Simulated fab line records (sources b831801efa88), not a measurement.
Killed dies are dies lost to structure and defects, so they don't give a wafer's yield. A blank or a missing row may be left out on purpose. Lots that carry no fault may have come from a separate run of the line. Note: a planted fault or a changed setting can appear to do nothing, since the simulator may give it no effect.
Struck lot and sound lot, side by side / flow sky130 / 12 out of 708 route steps
Sound: the wafers L815.2, L815.4, L815.5. The struck wafers were L831.2, L831.3, L831.4. The cause is given at the end.
At each step with rows: each side's tool, then ch and its chambers, then its first start. Under that, the readings that differ: sound wafers / struck wafers / difference of the means / sigmas: that difference in standard deviations of wafers without a fault.
alike: readings whose means differ by less than 2 such deviations, and words and numbers that are the same on both sides. not compared: withheld readings, readings that some wafer has no value for, bounds like >300 that may hide the same value, and numbers for which the record gives no deviation and whose values overlap.
A row with sigmas, a row that says differs or no value, or rows on one side alone: a step with any of these is where the two part. Numbers that have no deviation but don't overlap get no sigmas and don't part them. A reading that every wafer of one side lacks parts them only if that side has two wafers or more.

SKY_FIELD_ISO_BOW_MEAS_00:
  struck on film-metro-01, day 5 04:01; sound on film-metro-03, day 1 20:01
  alike: INCOMING_BOW
then, 1 step without rows for these wafers: SKY_FIELD_ISO_OXIDATION_01 (stabilise 600 s, purge 300 s, target thk 12 nm).
SKY_FIELD_ISO_THK_MEAS_02:
  struck on film-metro-03, day 5 06:19; sound on film-metro-03, day 1 22:39
reading=FIELD_ISO_OXIDATION_00_THK (nm); sound=12.76 12.70 12.62; struck=12.04 12.10 12.04; difference=-0.63; sigmas=-3
then, 1 step without rows for these wafers: SKY_FIELD_ISO_CVD_03 (deposits Si3N4 from DCS/NH3, target thk 165 nm, time 2830 s).
SKY_FIELD_ISO_THK_MEAS_04:
  struck on film-metro-03, day 5 09:10; sound on film-metro-01, day 2 00:29
  alike: FIELD_ISO_CVD_03_THK
then, 5 steps without rows for these wafers: SKY_FIELD_ISO_DEHYDRATE_05 (time 60 s); SKY_FIELD_ISO_HMDS_06 (prime time 60 s); SKY_FIELD_ISO_COAT_07 (resist thk 60 nm); SKY_FIELD_ISO_COAT_08 (resist thk 450 nm); SKY_FIELD_ISO_SOFTBAKE_09 (time 90 s).
SKY_FIELD_ISO_EXPOSE_10: exposes mask FOM, target cd 150 nm.
  sound on krf-scanner-01 ch 0, day 2 08:26; struck on krf-scanner-01, day 5 18:32
  no value came back on the struck wafers for exposure-dose-mJ-cm2, focus-offset-nm (nm), na; on the sound wafers exposure-dose-mJ-cm2 reads 27.950 27.998 27.992
  alike: mask
next, for these wafers, 1 step has no rows: SKY_FIELD_ISO_PEB_11.

## WHERE THEY PART
At SKY_FIELD_ISO_THK_MEAS_02 first; at SKY_FIELD_ISO_EXPOSE_10 last (within this record only).

WHY: the cause the simulator had injected
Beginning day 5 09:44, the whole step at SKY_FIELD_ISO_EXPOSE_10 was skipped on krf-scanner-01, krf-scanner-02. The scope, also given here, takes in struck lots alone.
